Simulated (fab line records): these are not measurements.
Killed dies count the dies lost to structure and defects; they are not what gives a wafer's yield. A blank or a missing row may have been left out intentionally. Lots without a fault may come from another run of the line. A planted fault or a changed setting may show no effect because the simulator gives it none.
Chamber matching || flow sky130 || SKY_VIA1_CMP_24 on cmp-02: 3 sister chambers
The step polishes, stops on SiO2, t overpolish 15 s, target thk 0 nm. 16 wafers are shown with their chamber, then 7 later ones without.

WAFERS, EACH WITH ITS CHAMBER
{"wafer": "L473.2", "chamber": 3, "motorCurrentA (A)": 10.9, "timeToEndpointS (s)": 60, "overpolishRunS (s)": 15.008}
{"wafer": "L473.4", "chamber": 1, "motorCurrentA (A)": 11.4, "timeToEndpointS (s)": 70, "overpolishRunS (s)": 15.005}
{"wafer": "L473.5", "chamber": 0, "motorCurrentA (A)": 11.7, "timeToEndpointS (s)": 65, "overpolishRunS (s)": 14.992}
{"wafer": "L480.1", "chamber": 3, "motorCurrentA (A)": 10.8, "timeToEndpointS (s)": 59, "overpolishRunS (s)": 15.014}
{"wafer": "L480.2", "chamber": 1, "motorCurrentA (A)": 11.6, "timeToEndpointS (s)": 68, "overpolishRunS (s)": 14.997}
{"wafer": "L480.3", "chamber": 0, "motorCurrentA (A)": 11.9, "timeToEndpointS (s)": 67, "overpolishRunS (s)": 15.001}
{"wafer": "L481.1", "chamber": 3, "motorCurrentA (A)": 11.0, "timeToEndpointS (s)": 62, "overpolishRunS (s)": 15.010}
{"wafer": "L481.3", "chamber": 0, "motorCurrentA (A)": 12.3, "timeToEndpointS (s)": 66, "overpolishRunS (s)": 14.989}
{"wafer": "L481.5", "chamber": 1, "motorCurrentA (A)": 12.0, "timeToEndpointS (s)": 70, "overpolishRunS (s)": 14.999}
{"wafer": "L482.3", "chamber": 0, "motorCurrentA (A)": 12.0, "timeToEndpointS (s)": 69, "overpolishRunS (s)": 15.011}
{"wafer": "L482.4", "chamber": 3, "motorCurrentA (A)": 11.1, "timeToEndpointS (s)": 67, "overpolishRunS (s)": 15.023}
{"wafer": "L482.6", "chamber": 3, "motorCurrentA (A)": 10.1, "timeToEndpointS (s)": 67, "overpolishRunS (s)": 15.000}
{"wafer": "L485.1", "chamber": 3, "motorCurrentA (A)": 11.0, "timeToEndpointS (s)": 65, "overpolishRunS (s)": 15.017}
{"wafer": "L485.5", "chamber": 0, "motorCurrentA (A)": 12.3, "timeToEndpointS (s)": 69, "overpolishRunS (s)": 15.014}
{"wafer": "L485.6", "chamber": 3, "motorCurrentA (A)": 11.3, "timeToEndpointS (s)": 61, "overpolishRunS (s)": 15.007}
{"wafer": "L486.2", "chamber": 3, "motorCurrentA (A)": 10.9, "timeToEndpointS (s)": 64, "overpolishRunS (s)": 15.021}

SIGNATURES (means of the wafers above)
{"reading": "motorCurrentA", "chamber 0": 12.040, "chamber 1": 11.667, "chamber 3": 10.887, "scatter within a chamber": 0.32}
{"reading": "timeToEndpointS", "chamber 0": 67.20, "chamber 1": 69.33, "chamber 3": 63.12, "scatter within a chamber": 2.52}
{"reading": "overpolishRunS", "chamber 0": 15.00140, "chamber 1": 15.00033, "chamber 3": 15.01250, "scatter within a chamber": 0.00853}
Rule: a wafer's distance from a chamber is the root of the sum, over the readings, of the square of ((its reading less the chamber's mean) divided by the reading's scatter). If the next closest chamber is less than 2 further off than the closest, the wafer can't be placed; otherwise it belongs to the closest. The scatter: the root of (the sum of the squares of (reading less its chamber's mean) over the shown wafers, divided by (wafers less chambers)).

WAFERS WITHOUT THEIR CHAMBER
{"wafer": "L486.3", "motorCurrentA (A)": 11.3, "timeToEndpointS (s)": 69, "overpolishRunS (s)": 15.006}
{"wafer": "L486.4", "motorCurrentA (A)": 12.3, "timeToEndpointS (s)": 69, "overpolishRunS (s)": 14.998}
{"wafer": "L488.1", "motorCurrentA (A)": 11.3, "timeToEndpointS (s)": 78, "overpolishRunS (s)": 14.995}
{"wafer": "L488.3", "motorCurrentA (A)": 10.5, "timeToEndpointS (s)": 66, "overpolishRunS (s)": 14.991}
{"wafer": "L491.1", "motorCurrentA (A)": 11.5, "timeToEndpointS (s)": 70, "overpolishRunS (s)": 15.013}
{"wafer": "L491.3", "motorCurrentA (A)": 11.2, "timeToEndpointS (s)": 67, "overpolishRunS (s)": 15.013}
{"wafer": "L491.6", "motorCurrentA (A)": 11.1, "timeToEndpointS (s)": 65, "overpolishRunS (s)": 15.003}

WHICH CHAMBER EACH ONE RAN IN
{"wafer": "L486.3", "from the rows above": "can't be placed: 1 or 0 or 3", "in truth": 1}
{"wafer": "L486.4", "from the rows above": "can't be placed: 0 or 1", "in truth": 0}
{"wafer": "L488.1", "from the rows above": "can't be placed: 1 or 0", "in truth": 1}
{"wafer": "L488.3", "from the rows above": "can't be placed: 3 or 1 or 0", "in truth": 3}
{"wafer": "L491.1", "from the rows above": "can't be placed: 1 or 0 or 3", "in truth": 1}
{"wafer": "L491.3", "from the rows above": "can't be placed: 3 or 1 or 0", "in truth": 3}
{"wafer": "L491.6", "from the rows above": "can't be placed: 3 or 1 or 0", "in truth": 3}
Correct placement for 0 of the 7. Not placeable from these rows: 7 (in 7, the candidates include the true chamber). 0 placed wrongly.
